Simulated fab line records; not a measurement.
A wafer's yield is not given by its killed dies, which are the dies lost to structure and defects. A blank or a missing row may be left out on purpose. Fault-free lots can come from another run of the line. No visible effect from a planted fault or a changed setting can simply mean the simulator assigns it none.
Which tool is to blame?    flow gf180mcu    12 lots with 36 wafers sampled at 5 steps, on a route of 602 steps

## WHAT THE GAUGES READ, wafer by wafer
GF_V5_THK_MEAS_03. Usual: for V5_CVD_02_THK the level is 1457 nm and the standard deviation is 21.
lot   measured      on             V5_CVD_02_THK (nm)  flag
L301  day 26 05:26  film metro-01  1424 1451 1435      
L302  day 26 11:15  film metro-02  1455 1448 1458      
L303  day 27 00:20  film metro-04  1422 1445 1460      
L304  day 27 15:23  film metro-04  1444 1460 1471      
L310  day 29 08:15  film metro-02  1484 1462 1495      
L314  day 30 08:36  film metro-02  1456 1456 1499      
L315  day 30 22:27  film metro-02  1462 1475 1441      
L317  day 31 04:25  film metro-01  1455 1459 1481      
L318  day 31 18:09  film metro-01  1462 1463 1502      
L320  day 32 01:05  film metro-01  1472 1432 1449      
L321  day 32 01:56  film metro-02  1420 1471 1457      
L324  day 33 01:39  film metro-01  1432 1423 1465      

GF_PASSIVATION_THK_MEAS_01. Usual: for PASSIVATION_CVD_00_THK the level is 1004 nm and the standard deviation is 17.
lot   measured      on             PASSIVATION_CVD_00_THK (nm)  flag
L301  day 28 00:37  film metro-03  1024 1014 1018               
L302  day 28 06:26  film metro-03  995 1023 1021                
L303  day 28 18:40  film metro-03  995 993 1015                 
L304  day 29 09:10  film metro-03  992 1008 1032                
L310  day 31 00:47  film metro-03  994 1011 1007                
L314  day 31 22:25  film metro-02  855 873 864                  OFF
L315  day 32 12:49  film metro-02  985 1016 998                 
L317  day 32 17:34  film metro-02  852 868 872                  OFF
L318  day 33 05:56  film metro-04  961 980 1021                 
L320  day 33 12:15  film metro-03  983 1008 1048                
L321  day 33 13:10  film metro-02  983 1013 1022                
L324  day 34 11:25  film metro-02  1009 1030 1012               

## TOOL THAT RAN EACH LOT (tool first, then ch and the chambers of the sampled wafers, then the start)
lot   GF_V5_ETCH_16                       GF_TOP_METAL_SPUTTER_02       GF_PASSIVATION_CVD_00
L301  rie diel-03 ch 0,1, day 27 01:35    pvd sputter-01, day 27 03:10  pecvd-01 ch 1,2, day 28 00:31
L302  rie diel-03 ch 0,2,3, day 27 07:44  pvd sputter-02, day 27 09:16  pecvd-02 ch 0,1,2, day 28 06:21
L303  rie diel-04 ch 1,3, day 27 20:34    pvd sputter-01, day 27 22:07  pecvd-02 ch 0,1, day 28 18:35
L304  rie diel-04 ch 2,3, day 28 11:26    pvd sputter-01, day 28 12:58  pecvd-01 ch 0,1,2, day 29 09:05
L310  rie diel-04 ch 2,3, day 30 04:02    pvd sputter-01, day 30 05:35  pecvd-02 ch 0,1,2, day 31 00:41
L314  rie diel-03 ch 0,2,3, day 31 02:26  pvd sputter-01, day 31 03:59  pecvd-02 ch 0,1,2, day 31 22:19
L315  rie diel-03 ch 1,2,3, day 31 17:16  pvd sputter-02, day 31 18:47  pecvd-01 ch 0,2, day 32 12:44
L317  rie diel-03 ch 0,1, day 31 22:31    pvd sputter-03, day 32 00:06  pecvd-02 ch 0,1,2, day 32 17:28
L318  rie diel-03 ch 1,2,3, day 32 11:35  pvd sputter-02, day 32 13:06  pecvd-03 ch 0,1,2, day 33 05:50
L320  rie diel-03 ch 0,1,2, day 32 18:02  pvd sputter-01, day 32 19:33  pecvd-01 ch 0,1,2, day 33 12:10
L321  rie diel-01 ch 0,1,2, day 32 18:37  pvd sputter-02, day 32 20:08  pecvd-01 ch 0,1,2, day 33 13:04
L324  rie diel-03 ch 0,1,3, day 33 17:40  pvd sputter-03, day 33 19:14  pecvd-01 ch 1,2, day 34 11:19
- GF_V5_ETCH_16: etches BARC in N2/H2.
- GF_TOP_METAL_SPUTTER_02: material AlCu, target thk 900 nm, time 47.82 s.
- GF_PASSIVATION_CVD_00: deposits SiO2 from TEOS, target thk 1000 nm, time 111.95 s.

## WHAT THE TOOLS THEMSELVES READ (means of the sampled wafers that have a number; where no wafer has one, the mark that the record gives instead)
GF_V5_ETCH_16. Usual: chamber pressure mTorr 30.599 mTorr, standard deviation 0.03; drypump motor current A 5.8 A, standard deviation 0.35; oes product au 0.855 a.u., standard deviation 0.0048; throttle valve pct 13.075 %, standard deviation 0.0091.
lot   tool         chamber pressure mTorr (mTorr)  drypump motor current A (A)  oes product au (a.u.)  throttle valve pct (%)  flag
L301  rie diel-03  30.585                          5.4                          0.857                  13.073                  
L302  rie diel-03  30.609                          5.9                          0.854                  13.061                  
L303  rie diel-04  30.616                          6.0                          0.851                  13.078                  
L304  rie diel-04  30.580                          5.8                          0.862                  13.071                  
L310  rie diel-04  30.622                          5.9                          0.853                  13.064                  
L314  rie diel-03  30.593                          5.9                          0.854                  13.071                  
L315  rie diel-03  30.629                          5.7                          0.854                  13.067                  
L317  rie diel-03  30.594                          5.4                          0.857                  13.077                  
L318  rie diel-03  30.622                          5.7                          0.856                  13.072                  
L320  rie diel-03  30.585                          5.7                          0.857                  13.085                  
L321  rie diel-01  30.577                          5.7                          0.853                  13.073                  
L324  rie diel-03  30.599                          5.6                          0.858                  13.075                  

GF_TOP_METAL_SPUTTER_02. Usual: throttle valve pct 30.0 %, standard deviation 0.83.
lot   tool            throttle valve pct (%)  flag
L301  pvd sputter-01  29.5                    
L302  pvd sputter-02  29.9                    
L303  pvd sputter-01  29.3                    
L304  pvd sputter-01  29.5                    
L310  pvd sputter-01  30.0                    
L314  pvd sputter-01  29.7                    
L315  pvd sputter-02  29.9                    
L317  pvd sputter-03  31.2                    
L318  pvd sputter-02  29.5                    
L320  pvd sputter-01  29.7                    
L321  pvd sputter-02  29.6                    
L324  pvd sputter-03  30.7                    

GF_PASSIVATION_CVD_00. Usual: heater power w 708 W, standard deviation 83.
lot   tool      heater power w (W)  flag
L301  pecvd-01  816                 
L302  pecvd-02  742                 
L303  pecvd-02  682                 
L304  pecvd-01  769                 
L310  pecvd-02  724                 
L314  pecvd-02  737                 
L315  pecvd-01  785                 
L317  pecvd-02  732                 
L318  pecvd-03  693                 
L320  pecvd-01  716                 
L321  pecvd-01  674                 
L324  pecvd-01  744                 

## THE ANSWER, worked out from the rows above alone
Rule: take the mean of a lot's wafers that have a number; if it is more than 3 standard deviations from the usual mean, the lot is off. A lot without any number at a reading at which 4 lots or more have one is off too. All remaining lots with rows at the step are treated as sound. First the gauges in route order, then the tools' own readings, where a lot's mean is used as printed above. At the first step where some lot is off, the reading lying furthest off is the one used; lots without a number count as furthest.
Off: L314, L317, at GF_PASSIVATION_THK_MEAS_01 (PASSIVATION_CVD_00_THK).
A tool fits if, at a process step before that reading, it ran every lot that is off, and no sound lot after the first of them. Those tools and the gauges at GF_PASSIVATION_THK_MEAS_01 are tried in the same way. One candidate fits, namely pecvd-02 at GF_PASSIVATION_CVD_00. Its last sound lot is L310 (day 31 00:41), its first lot that is off L314 (day 31 22:19): a fault that began between those two fits.

## WHAT THE SIMULATOR PUT IN
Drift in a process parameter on pecvd-02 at GF_PASSIVATION_CVD_00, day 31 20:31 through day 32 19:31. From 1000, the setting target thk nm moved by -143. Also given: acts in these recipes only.
Struck lots among those shown: L314, L317. Same finding as the rule above.
